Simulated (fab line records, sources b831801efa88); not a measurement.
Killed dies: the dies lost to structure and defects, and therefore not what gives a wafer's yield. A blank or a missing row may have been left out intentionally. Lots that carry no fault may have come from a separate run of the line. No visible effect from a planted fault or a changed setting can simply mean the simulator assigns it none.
A lot that was struck, set against a sound lot -- flow sky130 -- 16 steps out of a route of 708
Sound: the wafers L468.1, L468.3, L468.6. Struck: wafer L464.2 (L464.1, L464.6, from the same lot, were not struck and are left out); the cause is given at the end.
For every step that has rows: the tool of each side, followed by ch and its chambers, followed by its first start. Under that, the readings that differ: sound wafers -- struck wafers -- difference of the means -- sigmas: that difference in standard deviations of wafers without a fault.
alike: a reading whose means differ by less than 2 such deviations, as well as words and numbers matching on both sides. not compared: withheld readings; readings where some wafer has no value; bounds like >300 that might hide an equal value; numbers whose values overlap and for which the record gives no deviation.
A row with sigmas, a row that says differs or no value, or rows on one side alone: a step with any of these is where the two part. Numbers that don't overlap but have no deviation are shown without sigmas and don't part them. A reading that every wafer of one side lacks parts them only if that side has two wafers or more.

SKY_SD_N_OVL_MEAS_08:
  sound on overlay-02 at day 35 06:05; struck on overlay-02 at day 34 05:57
  alike: SD_N_OVL
then, 2 steps without rows for these wafers: SKY_SD_N_IMPLANT_09; SKY_SD_N_IMPLANT_10.
SKY_SD_N_STRIP_11: strips in O2/N2.
  sound on plasma_asher-04 ch 0,1, day 35 06:26; struck on plasma_asher-03 ch 0, day 34 06:17
  alike: drypump_motor_current_A, oes_product_au, strip_time_to_endpoint_s
  not compared: rf_hours_counter_h
SKY_SD_N_TW_MEAS_12:
  sound on film_metro-03 at day 35 06:32; struck on film_metro-01 at day 34 06:23
  alike: SD_N_TW
then, 1 step without rows for these wafers: SKY_SD_N_CLEAN_13 (cleans in SC1/SC2, time 150 s).
SKY_SD_N_RTA_14: time 2 s.
  sound on rtp_anneal-01 ch 0, day 35 06:38; struck on rtp_anneal-01 ch 0, day 34 06:30
  alike: anneal_temp_c_max, lamp_power_pct, wafer_temp_C_max
SKY_SD_N_RS_MEAS_16: a four-point-probe measurement.
  sound on film_metro-01 at day 35 06:49; struck on film_metro-03 at day 34 06:40
  alike: SD_N_RS
SKY_SD_N_RS_MEAS_17: a four-point-probe measurement.
  sound on film_metro-01 at day 35 06:56; struck on film_metro-03 at day 34 06:47
  alike: SD_P_RS
SKY_SD_N_RS_MEAS_18: a four-point-probe measurement.
  sound on film_metro-01 at day 35 07:04; struck on film_metro-03 at day 34 06:55
  alike: RES_XHIGH_RS
then, 1 step without rows for these wafers: SKY_SALICIDE_CLEAN_00 (cleans in HF-last, time 30 s).
SKY_LI_CONTACT_HDPCVD_00: deposits PSG, target thk 930 nm, time 155 s.
  sound on hdpcvd-02 ch 0,1, day 35 07:11; struck on hdpcvd-01 ch 0, day 34 07:03
reading,sound,struck,difference,sigmas
run_length_s (s),183.3 183.5 183.7,256.2,+72.7,+99 or more
model.PSG_of_LI_CONTACT_HDPCVD_00.thk_nm (nm),933.5 932.9 936,1363,+429,
SKY_LI_CONTACT_THK_MEAS_01:
  sound on film_metro-01 at day 35 07:18; struck on film_metro-01 at day 34 07:09
reading,sound,struck,difference,sigmas
LI_CONTACT_HDPCVD_THK (nm),933 933 935,1363,+429,+36
SKY_LI_CONTACT_CMP_02: polishes PSG.
  sound on cmp-02 ch 0,2, day 35 07:25; struck on cmp-02 ch 0, day 34 07:16
reading,sound,struck,difference,sigmas
time_to_endpoint_s (s),32.3 32.9 31.5,77.9,+45.7,+15
  alike: motor_current_A
SKY_LI_CONTACT_BOW_MEAS_03:
  sound on film_metro-02 at day 35 07:40; struck on film_metro-03 at day 34 07:31
  alike: LI_CONTACT_BOW
after that, 1 step had no rows for these wafers: SKY_PAD_OPEN_PROBE_99.

WHERE THEY PART
First at SKY_LI_CONTACT_HDPCVD_00; last, within this record, at SKY_LI_CONTACT_CMP_02. Later steps at which nothing parts them and some readings are alike: SKY_LI_CONTACT_BOW_MEAS_03.

WHY: what had been put in by the simulator
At SKY_LI_CONTACT_HDPCVD_00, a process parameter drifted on hdpcvd-01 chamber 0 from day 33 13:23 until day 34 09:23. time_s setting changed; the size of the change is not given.
